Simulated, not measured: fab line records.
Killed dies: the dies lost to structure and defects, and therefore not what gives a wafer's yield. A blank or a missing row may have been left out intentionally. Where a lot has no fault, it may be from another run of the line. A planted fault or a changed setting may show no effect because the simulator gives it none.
A struck lot beside a sound one | flow sky130 | 16 steps out of a route of 708
Sound: the wafers L819.2, L819.4, L819.6. Struck: wafer L827.6 (L827.1, L827.5, from the same lot, were not struck and are left out); the cause is given at the end.
Per side, at each step with rows, come the tool, then ch with its chambers, and then its first start. Under that, the readings that differ: sound wafers | struck wafers | difference of the means | sigmas: that difference in standard deviations of wafers without a fault.
alike: readings with means less than 2 such deviations apart, plus words and numbers identical on both sides. not compared: withheld readings, readings lacking a value on some wafer, bounds such as >300 that could conceal the same value, and numbers that have no deviation in the record and whose values overlap.
Wherever a step has rows on one side only, a row that says differs or no value, or a row with sigmas, the two part there. Numbers that don't overlap but have no deviation are shown without sigmas and don't part them. A reading missing from all wafers of one side parts the sides only when that side holds two or more wafers.

first, 1 step without rows for these wafers: SKY_METAL5_CLEAN_19 (cleans in O3/DIW).
SKY_PASSIVATION_CVD_00: deposits SiO2, target thk 90 nm.
  sound on pecvd-02 ch 0,1, day 44 19:53; struck on pecvd-02 ch 0, day 45 23:46
  reading            | sound       | struck | difference | sigmas
  heater-power-w (W) | 896 615 920 | 568    | -242       | -2
  alike: rf-fwd-power-W
SKY_PASSIVATION_THK_MEAS_01:
  sound on film-metro-02, day 44 19:55; struck on film-metro-03, day 45 23:48
  alike: PASSIVATION_CVD_00_THK
SKY_PASSIVATION_CVD_02: deposits Si3N4, target thk 540 nm.
  sound on pecvd-03 ch 1,2, day 44 19:58; struck on pecvd-04 ch 1, day 45 23:52
  alike: heater-power-w, rf-fwd-power-W
SKY_PASSIVATION_THK_MEAS_03:
  sound on film-metro-02, day 44 20:13; struck on film-metro-02, day 46 00:05
  alike: PASSIVATION_CVD_02_THK
then, 7 steps without rows for these wafers: SKY_PASSIVATION_DEHYDRATE_04 (time 60 s); SKY_PASSIVATION_HMDS_05 (prime time 60 s); SKY_PASSIVATION_COAT_06 (resist thk 3000 nm); SKY_PASSIVATION_SOFTBAKE_07; SKY_PASSIVATION_EXPOSE_08 (exposes mask NSM, target cd 3000 nm); SKY_PASSIVATION_PEB_09; SKY_PASSIVATION_DEVELOP_10 (develop time 60 s).
SKY_PASSIVATION_ETCH_11: etches the open film in CF4/O2, stops on AlCu, target depth 725 nm, time 161.1 s.
  sound on rie-diel-02 ch 2,3, day 45 19:56; struck on rie-diel-04 ch 3, day 46 23:26
  reading                                       | sound             | struck | difference | sigmas
  oes-product-au (a.u.)                         | 0.971 0.993 0.980 | 0.914  | -0.067     | -10
  rf-fwd-power-W (W)                            | 798.9 797.6 791.2 | 663.3  | -132.6     | -53
  throttle-valve-pct (%)                        | 5.974 5.977 5.968 | 5.947  | -0.026     | -3
  model.PASSIVATION.feature-depth-nm (nm)       | 696.6 712.9 707.9 | 620.1  | -85.7      |
  model.etch.depth-nm (nm)                      | 696.6 712.9 707.9 | 620.1  | -85.7      |
  model.coat_of_PASSIVATION_COAT_06.thk-nm (nm) | 2530 2514 2519    | 2571   | +50        |
  alike: drypump-motor-current-A
  not compared: rf-hours-counter-h
SKY_PASSIVATION_STRIP_12: strips in O2/N2.
  sound on plasma-asher-01 ch 0,1, day 45 20:02; struck on plasma-asher-02 ch 0, day 46 23:32
  reading                      | sound             | struck | difference | sigmas
  strip-time-to-endpoint-s (s) | 31.67 31.50 31.54 | 32.14  | +0.57      | +5
  alike: drypump-motor-current-A, oes-product-au
  not compared: rf-hours-counter-h
then, 1 step without rows for these wafers: SKY_PAD_OPEN_DEHYDRATE_00 (time 60 s).
SKY_PAD_OPEN_PROBE_99:
  sound on prober-02, day 46 23:18; struck on prober-01, day 47 21:17
  reading                  | sound          | struck                   | difference                   | sigmas
  hold                     | - - -          | await-dispo/2.5h/release | no value on the sound wafers |
  defect-limited-yield (%) | 83.7 86.2 84.8 | 0                        | -85                          | -42
  killed-at-other          | 0 0 0          | 412                      | +412                         | +99 or more
  killed-dies              | 80 68 75       | 492                      | +418                         | +43
  killed-on-rim            | 18 14 21       | 96                       | +78                          | +21
  sort_bin_5_function (%)  | 7.7 9.3 7.7    | 92.3                     | +84.1                        | +56
  sort-n-pass              | 412 424 417    | 0                        | -418                         | -43
  sort-yield-pct (%)       | 83.7 86.2 84.8 | 0                        | -85                          | -42
  alike: killed_at_M0_to_M3, killed_at_M4_up, killed-at-contacts, killed-at-front-end, killed-open, killed-short, sort_bin_3_pad_short, sort_bin_6_memory

== WHERE THEY PART ==
First at SKY_PASSIVATION_CVD_00; last, within this record, at SKY_PAD_OPEN_PROBE_99.

WHY: whatever the simulator had introduced
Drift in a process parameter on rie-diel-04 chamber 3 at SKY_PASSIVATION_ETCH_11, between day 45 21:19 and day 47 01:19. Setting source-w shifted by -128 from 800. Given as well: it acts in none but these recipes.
